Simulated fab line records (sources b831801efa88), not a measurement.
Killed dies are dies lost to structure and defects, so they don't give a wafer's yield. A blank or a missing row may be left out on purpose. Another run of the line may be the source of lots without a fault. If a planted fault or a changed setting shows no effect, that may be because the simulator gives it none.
Which of the tools did it? -- flow gf180mcu -- 39 wafers from 13 lots sampled at 3 of the route's 602 steps

WHAT EACH GAUGE READ, for each wafer
GF_V5_RS_MEAS_24: a four-point-probe measurement.
lot,measured,on,V5_W_RS (ohm/sq)
L441,day 27 05:28,film_metro-02,0.334 0.333 0.323
L442,day 27 17:00,film_metro-02,0.332 0.326 0.326
L443,day 27 21:04,film_metro-04,0.323 0.325 0.336
L445,day 28 12:35,film_metro-02,0.320 0.322 0.327
L446,day 28 19:23,film_metro-03,0.324 0.330 0.326
L447,day 29 01:17,film_metro-02,0.326 0.324 0.335
L451,day 30 12:18,film_metro-03,0.325 0.322 0.327
L452,day 30 14:05,film_metro-03,0.323 0.335 0.323
L457,day 31 20:23,film_metro-03,0.330 0.332 0.329
L461,day 32 20:53,film_metro-03,0.328 0.329 0.330
L462,day 33 01:29,film_metro-02,0.327 0.328 0.323
L463,day 33 12:54,film_metro-04,0.329 0.327 0.327
L464,day 33 16:00,film_metro-04,0.328 0.329 0.331

WHICH TOOL RAN EACH LOT (tool, then ch and the chambers of the sampled wafers, then the start)
lot,GF_V4_CVD_02,GF_V5_SPUTTER_21
L441,"pecvd-03 ch 0,1,2, day 23 11:01","pvd_sputter-03, day 27 05:15"
L442,"pecvd-03 ch 1,2, day 24 00:26","pvd_sputter-04, day 27 16:44"
L443,"pecvd-03 ch 1,2, day 24 03:50","pvd_sputter-03, day 27 20:50"
L445,"pecvd-03 ch 0,2, day 24 21:44","pvd_sputter-04, day 28 12:22"
L446,"pecvd-04 ch 1,2, day 25 03:46","pvd_sputter-03, day 28 19:10"
L447,"pecvd-03 ch 0,1,2, day 25 09:53","pvd_sputter-04, day 29 01:02"
L451,"pecvd-04 ch 1,2, day 27 00:59","pvd_sputter-03, day 30 12:02"
L452,"pecvd-02 ch 0,1, day 27 03:52","pvd_sputter-04, day 30 13:51"
L457,"pecvd-02 ch 1,2, day 28 15:22","pvd_sputter-03, day 31 20:10"
L461,"pecvd-04 ch 1,2, day 29 17:37","pvd_sputter-02, day 32 20:40"
L462,"pecvd-03 ch 0,1,2, day 29 21:46","pvd_sputter-03, day 33 01:14"
L463,"pecvd-02 ch 1,2, day 30 12:47","pvd_sputter-04, day 33 12:41"
L464,"pecvd-02 ch 0,1,2, day 30 15:46","pvd_sputter-04, day 33 15:47"
- GF_V4_CVD_02: deposits SiO2 from TEOS, target thk 850 nm, time 94.851 s.
- GF_V5_SPUTTER_21: material Ti, target thk 15 nm, time 80.02 s.

WHAT THE TOOLS THEMSELVES READ (means of the sampled wafers that have a number; where no wafer has one, the mark that the record gives instead)
GF_V4_CVD_02.
lot,tool,heater_power_outer_w (W),heater_power_w (W)
L441,pecvd-03,388,668
L442,pecvd-03,313,600
L443,pecvd-03,364,667
L445,pecvd-03,385,652
L446,pecvd-04,344,631
L447,pecvd-03,374,647
L451,pecvd-04,407,691
L452,pecvd-02,376,602
L457,pecvd-02,415,705
L461,pecvd-04,413,686
L462,pecvd-03,374,648
L463,pecvd-02,415,705
L464,pecvd-02,400,677

GF_V5_SPUTTER_21.
lot,tool,cathode_dc_power_W (W),chamber_pressure_pa (Pa),throttle_valve_pct (%)
L441,pvd_sputter-03,2499.5,4.988,28.9
L442,pvd_sputter-04,2500.2,4.992,30.1
L443,pvd_sputter-03,2499.6,5.002,30.0
L445,pvd_sputter-04,2500.0,4.994,30.8
L446,pvd_sputter-03,2499.9,5.006,29.3
L447,pvd_sputter-04,2499.6,4.998,30.3
L451,pvd_sputter-03,2500.1,4.994,29.4
L452,pvd_sputter-04,2500.7,4.996,30.4
L457,pvd_sputter-03,2499.7,4.999,29.4
L461,pvd_sputter-02,2500.5,5.003,29.4
L462,pvd_sputter-03,2499.8,5.006,28.9
L463,pvd_sputter-04,2499.8,5.015,30.2
L464,pvd_sputter-04,2499.7,5.001,29.9

THE ANSWER, worked out from the rows above alone
Rule: what is usual is taken from the lots themselves. The widest of any qualifying gaps counts: lots, ordered by their means at a reading, are off when they make up no more than a third of the lots, leave a main group of 4 or more, and stand apart from it by 3 or more times the standard deviation of that group's means. A main group is skipped when, at the precision printed for the reading in the tables above, its means are all equal. Also off: a lot with no number at a reading for which 4 or more lots have one. The other lots that the step has rows for count as sound. The gauges are gone through in route order, then the tools' own readings, and for those a lot's mean is taken as printed above. The first step at which some lot is off is used, and at that step the reading that is off furthest; a lot without a number counts as furthest.
None of the lots is off at any reading shown; this tells nothing.

WHAT HAD BEEN PUT IN BY THE SIMULATOR
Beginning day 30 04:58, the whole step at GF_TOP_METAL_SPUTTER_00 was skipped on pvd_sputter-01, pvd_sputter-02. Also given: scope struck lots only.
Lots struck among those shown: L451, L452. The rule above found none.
